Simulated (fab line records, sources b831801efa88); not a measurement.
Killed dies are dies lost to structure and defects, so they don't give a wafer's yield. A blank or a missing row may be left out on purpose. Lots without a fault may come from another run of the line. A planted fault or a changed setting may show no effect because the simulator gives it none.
fab line records | flow sky130
record lots=24 wafers=72 last_day=50
route steps=708 shown FIELD_ISO@26 PWDE@84 POLY_GATE@235 LDD_P@262 LI_CONTACT@374
lots that met no fault: from a run of the same line without faults
start_h: hours from the record's first day to the start of the lot's first wafer shown | wait_h: hours since the lot's step before | " the same as in the row above | L1.1+2: a row that stands for several wafers | - no value, or no start given | * or withheld: withheld | < > ~ a bound
route shown NAME@n: a module of which the file shows steps, and the number in the route of the first | usual: mean/standard deviation of fault-free wafers | same: alike in all rows | chamber/n: place in a boat | sites: the reading at each site | _std_site: their standard deviation | _edge_site: outer sites' mean less inner sites' | radius_mm: how far each site lies from the wafer's centre | mask NAME#n: copy n | behind: the tool/chamber that last shaped the wafer | hold: why the lot was held/for how many hours/how that ended | device: the transistor (n, p or np) that didn't switch | end of line: the same wafers' tests at the end of the route | a step without rows: its recipe alone | killed: dies lost to structure and defects at the first sort, not the wafer's yield | map: a wafer's dies, x killed, . not, _ none there
set.NAME: the setting as run; set.NAME@STEP: as run at that earlier step | model.NAME: the simulator's own value behind a step, which no gauge read
steps of the route over a sample of lots; a table a step, a row a wafer
services: from which hour (start_h, from the record's first day; less than 0 if before it) a tool's chamber was out of use, for how many hours, and why
## steps
# step SKY_FIELD_ISO_THK_MEAS_25
# recipe reads=SiO2_of_FIELD_ISO_CVD_24
# usual FIELD_ISO_CVD_24_THK=595/5.5
# columns lot.wafer tool chamber start_h wait_h FIELD_ISO_CVD_24_THK[nm]
L074.1 film_metro-04 - 31.18 0.0 594
L074.4 " - " " 586
L074.5 " - " " 603
L075.4 film_metro-03 - 35.05 0.0 596
L075.5 " - " " 590
L075.6 " - " " 586
L076.2 film_metro-03 - 41.54 0.0 592
L076.4 " - " " 587
L076.6 " - " " 596
L077.2 film_metro-03 - 45.90 0.0 596
L077.3 " - " " 582
L077.4 " - " " 586
L078.1 film_metro-04 - 50.81 0.0 596
L078.2 " - " " 596
L078.6 " - " " 599
L079.1 film_metro-02 - 57.94 0.0 592
L079.3 " - " " 593
L079.6 " - " " 593
L080.1 film_metro-04 - 68.27 0.0 594
L080.3 " - " " 583
L080.4 " - " " 591
L081.2 film_metro-03 - 68.35 0.0 604
L081.3 " - " " 597
L081.6 " - " " 592
L082.1 film_metro-02 - 73.84 0.0 593
L082.2 " - " " 595
L082.3 " - " " 585
L083.1 film_metro-04 - 79.65 0.0 590
L083.3 " - " " 592
L083.6 " - " " 599
L084.1 film_metro-03 - 82.86 0.0 596
L084.3 " - " " 606
L084.6 " - " " 603
L085.1 film_metro-02 - 90.16 0.0 590
L085.5 " - " " 594
L085.6 " - " " 599
L086.2 film_metro-03 - 93.09 0.0 598
L086.3 " - " " 598
L086.5 " - " " 590
L087.1 film_metro-04 - 99.59 0.0 599
L087.4 " - " " 600
L087.6 " - " " 602
L088.4 film_metro-04 - 109.61 0.0 602
L088.5 " - " " 597
L088.6 " - " " 602
L089.1 film_metro-04 - 111.16 0.0 599
L089.3 " - " " 596
L089.6 " - " " 603
L090.1 film_metro-04 - 113.84 0.0 599
L090.2 " - " " 597
L090.5 " - " " 594
L091.1 film_metro-03 - 119.33 0.0 597
L091.3 " - " " 604
L091.6 " - " " 599
L092.2 film_metro-02 - 123.21 0.0 602
L092.4 " - " " 601
L092.6 " - " " 597
L093.2 film_metro-04 - 159.73 0.0 596
L093.4 " - " " 587
L093.6 " - " " 600
L094.2 film_metro-02 - 159.73 0.0 596
L094.3 " - " " 594
L094.4 " - " " 596
L097.1 film_metro-04 - 159.80 0.0 602
L097.5 " - " " 597
L097.6 " - " " 600
L095.1 film_metro-04 - 159.87 0.0 595
L095.3 " - " " 595
L095.5 " - " " 602
L096.1 film_metro-02 - 159.87 0.0 594
L096.2 " - " " 594
L096.5 " - " " 590
# step SKY_NWELL_RS_MEAS_31
# recipe thk_meas_gauge=four-point-probe
# usual PWDE_RS=5272/19
# columns lot.wafer tool chamber start_h wait_h PWDE_RS[ohm/sq]
L074.1 film_metro-01 - 101.68 0.1 5271
L074.4 " - " " 5287
L074.5 " - " " 5292
L075.4 film_metro-01 - 105.83 0.1 5279
L075.5 " - " " 5283
L075.6 " - " " 5261
L076.2 film_metro-04 - 115.50 0.1 5246
L076.4 " - " " 5261
L076.6 " - " " 5266
L077.2 film_metro-03 - 118.59 0.1 5308
L077.3 " - " " 5284
L077.4 " - " " 5313
L078.1 film_metro-04 - 123.43 0.1 5278
L078.2 " - " " 5285
L078.6 " - " " 5266
L079.1 film_metro-03 - 133.10 0.1 5253
L079.3 " - " " 5241
L079.6 " - " " 5236
L080.1 film_metro-04 - 140.58 0.1 5252
L080.3 " - " " 5269
L080.4 " - " " 5263
L081.2 film_metro-03 - 141.07 0.1 5250
L081.3 " - " " 5260
L081.6 " - " " 5257
L082.1 film_metro-01 - 151.91 0.1 5282
L082.2 " - " " 5285
L082.3 " - " " 5275
L083.1 film_metro-01 - 154.28 0.1 5255
L083.3 " - " " 5261
L083.6 " - " " 5256
L084.1 film_metro-03 - 161.75 0.1 5280
L084.3 " - " " 5271
L084.6 " - " " 5296
L085.1 film_metro-03 - 166.90 0.1 5290
L085.5 " - " " 5277
L085.6 " - " " 5295
L086.2 film_metro-03 - 169.53 0.1 5270
L086.3 " - " " 5264
L086.5 " - " " 5279
L087.1 film_metro-04 - 178.60 0.1 5281
L087.4 " - " " 5301
L087.6 " - " " 5291
L088.4 film_metro-04 - 189.31 0.1 5267
L088.5 " - " " 5268
L088.6 " - " " 5293
L089.1 film_metro-01 - 192.21 0.1 5269
L089.3 " - " " 5269
L089.6 " - " " 5276
L090.1 film_metro-04 - 194.28 0.1 5254
L090.2 " - " " 5259
L090.5 " - " " 5265
L091.1 film_metro-01 - 203.58 0.1 5261
L091.3 " - " " 5270
L091.6 " - " " 5264
L092.2 film_metro-01 - 209.09 0.1 5260
L092.4 " - " " 5276
L092.6 " - " " 5273
L093.2 film_metro-03 - 252.57 0.1 5287
L093.4 " - " " 5284
L093.6 " - " " 5278
L097.1 film_metro-01 - 252.90 0.1 5299
L097.5 " - " " 5300
L097.6 " - " " 5315
L094.2 film_metro-04 - 252.90 0.1 5268
L094.3 " - " " 5295
L094.4 " - " " 5290
L096.1 film_metro-03 - 255.45 0.1 5264
L096.2 " - " " 5249
L096.5 " - " " 5278
L095.1 film_metro-04 - 255.62 0.1 5233
L095.3 " - " " 5246
L095.5 " - " " 5244
# step SKY_POLY_GATE_THK_MEAS_21
# recipe reads=SiO2_of_POLY_GATE_OXIDATION_20
# usual POLY_GATE_OXIDATION_THK=4.00/0.092
# columns lot.wafer tool chamber start_h wait_h POLY_GATE_OXIDATION_THK[nm]
L074.1 film_metro-01 - 359.29 0.0 4.02
L074.4 " - " " 4.08
L074.5 " - " " 3.99
L075.4 film_metro-04 - 363.61 0.0 3.96
L075.5 " - " " 4.02
L075.6 " - " " 3.99
L076.2 film_metro-02 - 378.86 0.0 4.08
L076.4 " - " " 4.02
L076.6 " - " " 4.05
L077.2 film_metro-04 - 384.33 0.0 4.06
L077.3 " - " " 4.05
L077.4 " - " " 4.13
L078.1 film_metro-01 - 392.88 0.0 4.01
L078.2 " - " " 4.08
L078.6 " - " " 4.08
L079.1 film_metro-02 - 408.93 0.0 3.99
L079.3 " - " " 3.93
L079.6 " - " " 3.99
L080.1 film_metro-04 - 422.97 0.0 3.97
L080.3 " - " " 3.92
L080.4 " - " " 3.97
L081.2 film_metro-04 - 424.23 0.0 4.00
L081.3 " - " " 3.98
L081.6 " - " " 4.05
L082.1 film_metro-01 - 440.21 0.0 3.99
L082.2 " - " " 3.93
L082.3 " - " " 3.97
L083.1 film_metro-04 - 440.36 0.0 4.05
L083.3 " - " " 4.02
L083.6 " - " " 3.98
L084.1 film_metro-02 - 456.21 0.0 4.00
L084.3 " - " " 3.99
L084.6 " - " " 4.02
L086.2 film_metro-01 - 469.03 0.0 3.97
L086.3 " - " " 3.92
L086.5 " - " " 3.92
L085.1 film_metro-02 - 471.22 0.0 4.02
L085.5 " - " " 4.09
L085.6 " - " " 4.07
L087.1 film_metro-01 - 479.60 0.0 4.09
L087.4 " - " " 3.93
L087.6 " - " " 4.01
L088.4 film_metro-04 - 495.50 0.0 4.10
L088.5 " - " " 4.07
L088.6 " - " " 4.04
L089.1 film_metro-02 - 500.37 0.0 3.97
L089.3 " - " " 3.99
L089.6 " - " " 4.05
L090.1 film_metro-04 - 505.27 0.0 3.90
L090.2 " - " " 3.91
L090.5 " - " " 3.90
L091.1 film_metro-04 - 514.87 0.0 4.15
L091.3 " - " " 4.20
L091.6 " - " " 4.17
L092.2 film_metro-01 - 524.21 0.0 4.21
L092.4 " - " " 4.13
L092.6 " - " " 4.14
L093.2 film_metro-02 - 576.98 0.0 3.96
L093.4 " - " " 3.95
L093.6 " - " " 3.87
L097.1 film_metro-04 - 580.17 0.0 3.88
L097.5 " - " " 3.97
L097.6 " - " " 3.93
L094.2 film_metro-01 - 580.47 0.0 3.89
L094.3 " - " " 3.90
L094.4 " - " " 3.87
L096.1 film_metro-04 - 585.81 0.0 3.89
L096.2 " - " " 3.90
L096.5 " - " " 3.87
L095.1 film_metro-01 - 587.10 0.0 4.05
L095.3 " - " " 3.93
L095.5 " - " " 3.93
# step SKY_LDD_P_CD_MEAS_07
# recipe target_cd_nm=380
# usual cd_nm=379.7/2.4
# columns lot.wafer tool chamber start_h wait_h cd_nm
L074.1 cd_sem-02 - 417.58 0.1 381.6
L074.4 " - " " 378.7
L074.5 " - " " 382.8
L075.4 cd_sem-02 - 421.82 0.1 378.6
L075.5 " - " " 377.4
L075.6 " - " " 376.7
L076.2 cd_sem-01 - 439.88 0.1 383.5
L076.4 " - " " 383.8
L076.6 " - " " 383.4
L077.2 cd_sem-02 - 445.30 0.1 378.3
L077.3 " - " " 378.3
L077.4 " - " " 376.2
L078.1 cd_sem-01 - 453.81 0.1 380.6
L078.2 " - " " 381.4
L078.6 " - " " 382.3
L079.1 cd_sem-01 - 472.66 0.1 381.9
L079.3 " - " " 383.1
L079.6 " - " " 382.2
L080.1 cd_sem-01 - 484.41 0.1 381.8
L080.3 " - " " 378.0
L080.4 " - " " 380.9
L081.2 cd_sem-02 - 486.30 0.1 377.1
L081.3 " - " " 379.7
L081.6 " - " " 378.0
L082.1 cd_sem-01 - 502.44 0.1 379.7
L082.2 " - " " 379.6
L082.3 " - " " 378.5
L083.1 cd_sem-02 - 503.09 0.1 375.9
L083.3 " - " " 376.6
L083.6 " - " " 376.2
L084.1 cd_sem-02 - 517.38 0.1 379.3
L084.3 " - " " 381.0
L084.6 " - " " 379.7
L086.2 cd_sem-01 - 530.73 0.1 381.0
L086.3 " - " " 380.1
L086.5 " - " " 381.5
L085.1 cd_sem-02 - 532.71 0.1 377.7
L085.5 " - " " 378.4
L085.6 " - " " 381.3
L087.1 cd_sem-02 - 541.89 0.1 377.5
L087.4 " - " " 376.5
L087.6 " - " " 376.9
L088.4 cd_sem-02 - 557.07 0.1 379.6
L088.5 " - " " 380.9
L088.6 " - " " 380.2
L089.1 cd_sem-02 - 559.54 0.1 382.0
L089.3 " - " " 377.6
L089.6 " - " " 377.3
L090.1 cd_sem-02 - 565.14 0.1 380.8
L090.2 " - " " 381.0
L090.5 " - " " 379.2
L091.1 cd_sem-01 - 575.48 0.1 381.2
L091.3 " - " " 380.1
L091.6 " - " " 380.3
L092.2 cd_sem-02 - 584.08 0.1 380.1
L092.4 " - " " 380.9
L092.6 " - " " 377.9
L093.2 cd_sem-01 - 636.55 0.1 380.8
L093.4 " - " " 378.7
L093.6 " - " " 379.8
L097.1 cd_sem-02 - 639.04 0.1 382.0
L097.5 " - " " 383.3
L097.6 " - " " 383.0
L094.2 cd_sem-02 - 640.03 0.1 381.5
L094.3 " - " " 381.4
L094.4 " - " " 381.7
L096.1 cd_sem-01 - 643.58 0.1 373.9
L096.2 " - " " 376.7
L096.5 " - " " 375.8
L095.1 cd_sem-02 - 645.49 0.1 379.9
L095.3 " - " " 379.7
L095.5 " - " " 380.7
# step SKY_LI_CONTACT_CD_MEAS_12
# recipe target_cd_nm=170
# usual cd_nm=170.4/1.4
# columns lot.wafer tool chamber start_h wait_h cd_nm
L074.1 cd_sem-02 - 662.94 - 170.9
L074.4 " - " " 170.8
L074.5 " - " " 168.8
L075.4 cd_sem-01 - 665.05 - 170.6
L075.5 " - " " 169.3
L075.6 " - " " 169.8
L076.2 cd_sem-01 - 680.33 - 171.8
L076.4 " - " " 171.9
L076.6 " - " " 172.0
L077.2 cd_sem-01 - 687.71 - 172.4
L077.3 " - " " 171.9
L077.4 " - " " 171.4
L078.1 cd_sem-01 - 694.34 - 169.6
L078.2 " - " " 169.3
L078.6 " - " " 168.9
L079.1 cd_sem-02 - 714.24 - 170.5
L079.3 " - " " 171.3
L079.6 " - " " 170.4
L080.1 cd_sem-02 - 721.53 - 172.2
L080.3 " - " " 172.0
L080.4 " - " " 171.5
L081.2 cd_sem-01 - 724.05 - 167.8
L081.3 " - " " 166.8
L081.6 " - " " 167.2
L082.1 cd_sem-01 - 737.11 - 170.5
L082.2 " - " " 172.6
L082.3 " - " " 172.3
L083.1 cd_sem-02 - 740.11 - 169.7
L083.3 " - " " 168.6
L083.6 " - " " 168.7
L084.1 cd_sem-02 - 755.03 - 170.6
L084.3 " - " " 170.7
L084.6 " - " " 170.1
L086.2 cd_sem-02 - 763.01 - 168.5
L086.3 " - " " 169.8
L086.5 " - " " 169.0
L085.1 cd_sem-02 - 766.78 - 169.6
L085.5 " - " " 169.7
L085.6 " - " " 168.9
L087.1 cd_sem-02 - 775.54 - 170.0
L087.4 " - " " 170.4
L087.6 " - " " 170.7
L088.4 cd_sem-01 - 787.87 - 170.4
L088.5 " - " " 169.3
L088.6 " - " " 169.3
L089.1 cd_sem-02 - 790.08 - 171.1
L089.3 " - " " 171.2
L089.6 " - " " 171.4
L090.1 cd_sem-02 - 796.41 - 171.6
L090.2 " - " " 171.7
L090.5 " - " " 172.5
L091.1 cd_sem-01 - 802.13 - 172.6
L091.3 " - " " 172.5
L091.6 " - " " 172.8
L092.2 cd_sem-02 - 811.30 - 171.8
L092.4 " - " " 171.0
L092.6 " - " " 171.3
L093.2 cd_sem-02 - 861.03 - 170.3
L093.4 " - " " 169.4
L093.6 " - " " 171.6
L097.1 cd_sem-02 - 861.19 - 169.2
L097.5 " - " " 168.6
L097.6 " - " " 168.9
L094.2 cd_sem-01 - 864.20 - 171.4
L094.3 " - " " 170.5
L094.4 " - " " 169.3
L096.1 cd_sem-02 - 865.84 - 171.3
L096.2 " - " " 171.1
L096.5 " - " " 169.5
L095.1 cd_sem-01 - 868.66 - 170.0
L095.3 " - " " 168.7
L095.5 " - " " 169.5
# step SKY_LI_CONTACT_CVD_21
# recipe material=W target_thk_nm=400 time_s=120.56 temp_c=400 pressure_torr=40
# usual heater_power_w=816/110 susceptor_temp_C=400.03/0.24
# columns lot.wafer tool chamber start_h wait_h heater_power_w susceptor_temp_C
L074.1 cvd_w-02 1 663.65 0.0 707 400.39
L074.4 " 1 " " 704 400.33
L074.5 " 1 " " 703 400.08
L075.4 cvd_w-01 1 665.74 0.1 975 400.21
L075.5 " 1 " " 992 400.06
L075.6 " 0 " " 892 400.09
L076.2 cvd_w-02 1 681.02 0.0 717 400.07
L076.4 " 1 " " 699 400.39
L076.6 " 0 " " 777 399.59
L077.2 cvd_w-02 1 688.40 0.0 709 399.90
L077.3 " 1 " " 703 399.76
L077.4 " 0 " " 749 399.74
L078.1 cvd_w-02 1 695.42 0.1 685 399.95
L078.2 " 0 " " 763 399.84
L078.6 " 1 " " 711 400.54
L079.1 cvd_w-02 1 714.97 0.0 707 400.21
L079.3 " 1 " " 717 400.27
L079.6 " 0 " " 766 399.92
L080.1 cvd_w-02 0 722.24 0.0 767 399.84
L080.3 " 1 " " 685 400.24
L080.4 " 0 " " 767 399.81
L081.2 cvd_w-02 1 724.74 0.0 726 400.04
L081.3 " 1 " " 715 400.30
L081.6 " 0 " " 778 400.15
L082.1 cvd_w-01 0 737.84 0.0 917 399.97
L082.2 " 1 " " 967 400.08
L082.3 " 1 " " 980 399.97
L083.1 cvd_w-02 0 740.83 0.0 760 399.89
L083.3 " 0 " " 748 399.76
L083.6 " 1 " " 695 399.87
L084.1 cvd_w-02 0 755.76 0.0 753 399.91
L084.3 " 1 " " 705 399.68
L084.6 " 0 " " 761 399.85
L086.2 cvd_w-01 1 763.72 0.0 972 399.89
L086.3 " 0 " " 906 399.99
L086.5 " 0 " " 908 400.21
L085.1 cvd_w-01 0 767.51 0.0 911 399.97
L085.5 " 1 " " 960 399.77
L085.6 " 0 " " 887 400.33
L087.1 cvd_w-02 0 776.32 0.0 757 399.83
L087.4 " 1 " " 710 400.06
L087.6 " 0 " " 776 399.86
L088.4 cvd_w-02 1 788.57 0.1 697 400.22
L088.5 " 0 " " 771 399.54
L088.6 " 1 " " 705 399.74
L089.1 cvd_w-01 0 790.97 0.0 891 399.93
L089.3 " 0 " " 912 399.96
L089.6 " 0 " " 891 399.93
L090.1 cvd_w-02 0 797.15 0.0 770 400.24
L090.2 " 1 " " 711 399.83
L090.5 " 0 " " 775 400.18
L091.1 cvd_w-02 1 802.86 0.0 718 400.21
L091.3 " 1 " " 685 400.17
L091.6 " 0 " " 767 399.93
L092.2 cvd_w-01 1 812.01 0.0 977 400.02
L092.4 " 0 " " 907 400.36
L092.6 " 1 " " 986 400.07
L093.2 cvd_w-01 1 861.77 0.1 959 400.38
L093.4 " 1 " " 1010 399.79
L093.6 " 1 " " 968 400.38
L097.1 cvd_w-02 0 861.92 0.0 772 399.82
L097.5 " 1 " " 699 400.08
L097.6 " 0 " " 751 399.50
L094.2 cvd_w-01 1 864.93 0.1 1000 400.16
L094.3 " 1 " " 983 400.07
L094.4 " 1 " " 973 400.11
L096.1 cvd_w-02 1 866.57 0.0 688 399.65
L096.2 " 0 " " 772 400.43
L096.5 " 1 " " 697 399.78
L095.1 cvd_w-01 1 869.38 0.0 986 399.75
L095.3 " 0 " " 905 400.11
L095.5 " 1 " " 987 400.21
## services
# columns tool chamber start_h hours kind
cvd_w-01 - 654.86 0.8 repair
cvd_w-01 - 671.25 28.1 pm
cvd_w-02 - 672.72 1.0 repair
cvd_w-02 - 710.02 2.8 pm
cvd_w-01 - 753.61 2.8 pm
cvd_w-01 1 800.20 4.9 repair
cvd_w-01 0 854.62 10.7 repair
## key
fault none
